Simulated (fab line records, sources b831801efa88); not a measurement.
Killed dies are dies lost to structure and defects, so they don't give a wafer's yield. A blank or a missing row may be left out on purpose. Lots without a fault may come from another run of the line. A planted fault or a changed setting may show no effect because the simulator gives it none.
fab line records | flow sfq_line | part 2 of 2: steps 32 to 40 of 40
record lots=5 wafers=15 last_day=79
route steps=325 shown L0@7 L0V@16 M0@28 I0@43
lots that met no fault: from a run of the same line without faults
start_h: hours from the record's first day to the start of the lot's first wafer shown | wait_h: hours since the lot's step before | " the same as in the row above | L1.1+2: a row that stands for several wafers | - no value, or no start given | * or withheld: withheld | < > ~ a bound
route shown NAME@n: a module of which the file shows steps, and the number in the route of the first | usual: mean/standard deviation of fault-free wafers | same: alike in all rows | chamber/n: place in a boat | sites: the reading at each site | _std_site: their standard deviation | _edge_site: outer sites' mean less inner sites' | radius_mm: how far each site lies from the wafer's centre | mask NAME#n: copy n | behind: the tool/chamber that last shaped the wafer | hold: why the lot was held/for how many hours/how that ended | device: the transistor (n, p or np) that didn't switch | end of line: the same wafers' tests at the end of the route | a step without rows: its recipe alone | killed: dies lost to structure and defects at the first sort, not the wafer's yield | map: a wafer's dies, x killed, . not, _ none there
set.NAME: the setting as run; set.NAME@STEP: as run at that earlier step | model.NAME: the simulator's own value behind a step, which no gauge read
lots at some steps of the route; a table a step, a row a wafer
services: from which hour (start_h, from the record's first day; less than 0 if before it) a tool's chamber was out of use, for how many hours, and why
## steps
# step SFQ_TRILAYER_M0_BARC_OPEN_METAL_ETCH_031
# recipe mask_material=PR chemistry=O2 target_depth_nm=125 target=BARC icp_w=600 bias_w=80 pressure_mtorr=10 time_s=41.7
# usual bias_w=79.99/0.25 drypump_motor_current_A=5.6/0.46 oes_product_au=0.685/0.0047
# columns lot.wafer tool chamber start_h wait_h bias_w drypump_motor_current_A oes_product_au rf_hours_counter_h
L079.1 rie_metal-04 0 182.15 0.0 80.19 6.1 0.685 16
L079.3 " 0 " " 80.04 6.1 0.678 -
L079.6 " 0 " " 79.93 6.1 0.680 -
L080.1 rie_metal-02 0 186.77 0.0 79.71 4.7 0.688 190
L080.2 " 1 " " 79.97 5.4 0.685 185
L080.4 " 1 " " 79.74 5.4 0.686 -
L086.1 rie_metal-01 1 227.57 0.0 79.94 5.5 0.691 135
L086.5 " 0 " " 79.96 5.9 0.688 -
L086.6 " 1 " " 79.96 5.5 0.685 -
L088.3 rie_metal-04 0 243.21 0.1 79.95 6.1 0.688 -
L088.5 " 0 " " 80.38 6.1 0.688 -
L088.6 " 0 " " 80.10 6.1 0.679 -
L090.2 rie_metal-04 0 252.80 0.1 80.20 6.1 0.693 -
L090.4 " 0 " " 80.81 6.1 0.679 -
L090.6 " 0 " " 80.08 6.1 0.684 -
# step SFQ_TRILAYER_M0_ETCH_METAL_ETCH_024
# recipe target=Nb stop_on=SiO2 mask_material=PR chemistry=Cl2/Ar target_depth_nm=240 icp_w=600 bias_w=80 pressure_mtorr=10 time_s=120
# usual bias_w=80.01/0.25 drypump_motor_current_A=5.6/0.46 oes_product_au=0.894/0.0058
# columns lot.wafer tool chamber start_h wait_h bias_w drypump_motor_current_A oes_product_au rf_hours_counter_h
L079.1 rie_metal-04 0 182.21 0.0 80.45 6.1 0.901 16
L079.3 " 0 " " 80.14 6.1 0.883 -
L079.6 " 0 " " 80.12 6.1 0.889 -
L080.1 rie_metal-02 0 186.83 0.0 80.36 4.7 0.889 190
L080.2 " 1 " " 79.93 5.4 0.894 185
L080.4 " 1 " " 80.35 5.4 0.884 -
L086.1 rie_metal-01 1 227.63 0.0 80.12 5.5 0.892 135
L086.5 " 0 " " 79.79 5.9 0.892 -
L086.6 " 1 " " 80.36 5.5 0.886 -
L088.3 rie_metal-04 0 243.38 0.1 79.38 6.1 0.888 -
L088.5 " 0 " " 79.79 6.1 0.905 -
L088.6 " 0 " " 79.55 6.1 0.893 -
L090.2 rie_metal-04 0 252.99 0.2 79.92 6.1 0.893 -
L090.4 " 0 " " 80.05 6.1 0.901 -
L090.6 " 0 " " 79.82 6.1 0.886 -
# step SFQ_TRILAYER_M0_STRIP_STRIP_025
# recipe gas=O2 power_w=200 platen_temp_c=40 overash_fraction=0.65 chemistry=O2 pressure_mtorr=50
# usual drypump_motor_current_A=5.6/0.46 oes_product_au=0.999/0.0077
# columns lot.wafer tool chamber start_h wait_h drypump_motor_current_A oes_product_au rf_hours_counter_h
L079.1 rie_metal-04 0 182.34 0.1 6.1 1.012 16
L079.3 " 0 " " 6.1 1.013 -
L079.6 " 0 " " 6.1 0.999 -
L080.1 rie_metal-02 0 186.96 0.1 4.7 0.998 190
L080.2 " 1 " " 5.4 1.002 186
L080.4 " 1 " " 5.4 0.997 -
L086.1 rie_metal-01 1 227.76 0.1 5.5 0.994 135
L086.5 " 0 " " 5.9 0.998 -
L086.6 " 1 " " 5.5 0.983 -
L088.3 rie_metal-04 0 243.94 0.5 6.1 1.008 -
L088.5 " 0 " " 6.1 1.007 -
L088.6 " 0 " " 6.1 1.009 -
L090.2 rie_metal-04 0 253.53 0.5 6.1 1.016 -
L090.4 " 0 " " 6.1 1.006 -
L090.6 " 0 " " 6.1 1.009 -
# step SFQ_TRILAYER_M0_STRIP_SOLV_CLEAN_026
# recipe chemistry=NMP temp_c=70 time_s=600
# columns lot.wafer tool chamber start_h wait_h
L079.1+3+6 wet_bench-01 1,3,0 182.94 0.4
L080.1+2+4 wet_bench-02 4,1,2 187.56 0.4
L086.1+5+6 wet_bench-04 7,6,1 228.36 0.4
L088.3+5+6 wet_bench-02 7,0,4 244.74 0.6
L090.2+4+6 wet_bench-02 3,4,2 254.87 1.1
# step SFQ_TRILAYER_I0_DEP_PECVD_027
# recipe material=SiO2 temp_c=150 time_s=111.11 pressure_torr=2.4 rf_w=183.3 precursor=SiH4/N2O target_thk_nm=500
# usual chamber_pressure_Torr=2.400/0.0055 heater_power_outer_w=35/11 heater_power_w=98/23 throttle_valve_pct=25.9/1.5
# columns lot.wafer tool chamber start_h wait_h chamber_pressure_Torr heater_power_outer_w heater_power_w throttle_valve_pct
L079.1 pecvd-04 0 183.13 0.0 2.401 22 74 26.3
L079.3 " 2 " " 2.397 34 85 25.0
L079.6 " 2 " " 2.397 22 71 24.7
L080.1 pecvd-03 2 187.73 0.0 2.391 20 73 28.0
L080.2 " 0 " " 2.390 44 124 25.4
L080.4 " 0 " " 2.400 48 128 25.4
L086.1 pecvd-03 2 228.53 0.0 2.400 27 80 27.9
L086.5 " 2 " " 2.391 17 66 27.9
L086.6 " 0 " " 2.412 58 140 25.5
L088.3 pecvd-03 2 244.96 0.0 2.403 26 80 28.1
L088.5 " 0 " " 2.410 52 132 25.7
L088.6 " 2 " " 2.395 28 82 28.3
L090.2 pecvd-02 2 255.04 0.0 2.395 41 101 24.4
L090.4 " 1 " " 2.399 52 128 24.9
L090.6 " 0 " " 2.395 43 116 24.5
# step SFQ_TRILAYER_I0_CMP_CMP_028
# recipe material=SiO2 down_force_psi=3 platen_rpm=60 pad_velocity_m_s=0.94248
# usual motor_current_A=10.3/1.1 time_to_endpoint_s=217/6.8
# columns lot.wafer tool chamber start_h wait_h motor_current_A time_to_endpoint_s
L079.1 cmp-01 3 184.21 1.0 9.7 216
L079.3 " 0 " " 12.4 220
L079.6 " 1 " " 9.7 217
L080.2 cmp-01 1 189.71 1.9 10.0 214
L080.4 " 2 " " 8.5 229
L080.1 " 3 " " 9.9 214
L086.1 cmp-02 2 245.02 16.5 11.4 211
L086.6 " 2 247.02 18.4 11.0 221
L086.5 " 3 " " 10.9 216
L088.3 cmp-01 3 260.79 15.8 9.7 216
L088.6 " 0 " " 11.6 225
L088.5 " 1 " " 9.2 209
L090.2 cmp-02 3 266.02 10.9 10.4 206
L090.4 " 0 " " 10.1 218
L090.6 " 0 268.52 13.4 10.3 216
# step SFQ_I0_BOW_MEAS_907
# recipe mode=bow
# usual I0_BOW=2/8.2
# columns lot.wafer tool chamber start_h wait_h I0_BOW[um]
L079.1 film_metro-01 - 186.21 1.5 1
L079.3 " - " " -1
L079.6 " - " " -4
L080.1 film_metro-03 - 192.21 1.0 -4
L080.2 " - " " -9
L080.4 " - " " -4
L086.1 film_metro-01 - 248.02 2.5 6
L086.5 " - " " 2
L086.6 " - " " 14
L088.3 film_metro-01 - 262.33 1.0 10
L088.5 " - " " 3
L088.6 " - " " 21
L090.2 film_metro-01 - 269.04 2.5 -4
L090.4 " - " " 6
L090.6 " - " " 13
# step SFQ_TRILAYER_I0_METRO_MEASURE_029
# usual thk_nm=200.0/1.1
# columns lot.wafer tool chamber start_h wait_h thk_nm
L079.1 film_metro-01 - 186.33 0.1 200.7
L079.3 " - " " 201.7
L079.6 " - " " 200.9
L080.1 film_metro-03 - 192.33 0.1 199.0
L080.2 " - " " 199.9
L080.4 " - " " 200.2
L086.1 film_metro-01 - 248.14 0.1 199.0
L086.5 " - " " 198.7
L086.6 " - " " 198.3
L088.3 film_metro-01 - 262.81 0.5 198.4
L088.5 " - " " 196.4
L088.6 " - " " 198.6
L090.2 film_metro-01 - 269.34 0.3 199.7
L090.4 " - " " 199.4
L090.6 " - " " 200.4
# step SFQ_TRILAYER_I0_VIA_LITHO_COAT_036
# recipe resist=BARC spin_rpm=3000 resist_thk_nm=60.99
# columns lot.wafer tool chamber start_h wait_h
L079.1+3+6 litho_track-04 0 187.53 1.0
L080.1+2+4 litho_track-02 0 193.53 1.0
L086.1+5+6 litho_track-02 0 249.34 1.0
L088.3+5+6 litho_track-03 0 263.71 0.7
L090.2+4+6 litho_track-04 0 270.39 0.8
## services
# columns tool chamber start_h hours kind
krf_scanner-02 - 25.61 11.6 pm
krf_scanner-02 - 47.96 1.0 pm
krf_scanner-02 - 53.97 0.3 repair
rie_metal-03 0 70.39 1.2 repair
pvd_sputter-06 - 70.51 4.3 repair
krf_scanner-02 - 84.96 0.8 pm
pvd_sputter-06 - 85.08 4.7 repair
rie_metal-04 - 101.61 0.8 repair
rie_metal-04 - 113.24 1.4 pm
rie_diel-02 1 127.07 1.2 repair
krf_scanner-02 - 127.71 1.3 pm
rie_metal-02 1 161.31 9.9 repair
krf_scanner-02 - 163.81 1.0 pm
krf_scanner-02 - 176.49 0.3 repair
rie_metal-03 0 176.64 8.9 repair
rie_metal-03 - 199.59 1.2 repair
krf_scanner-02 - 225.49 0.4 repair
rie_metal-03 - 227.05 0.3 repair
pvd_sputter-06 - 237.68 9.5 repair
rie_metal-02 - 250.08 14.6 pm
rie_diel-02 2 252.71 13.5 repair
krf_scanner-02 - 253.64 0.8 pm
rie_metal-03 0 259.94 22.7 repair
krf_scanner-02 - 266.58 0.6 repair
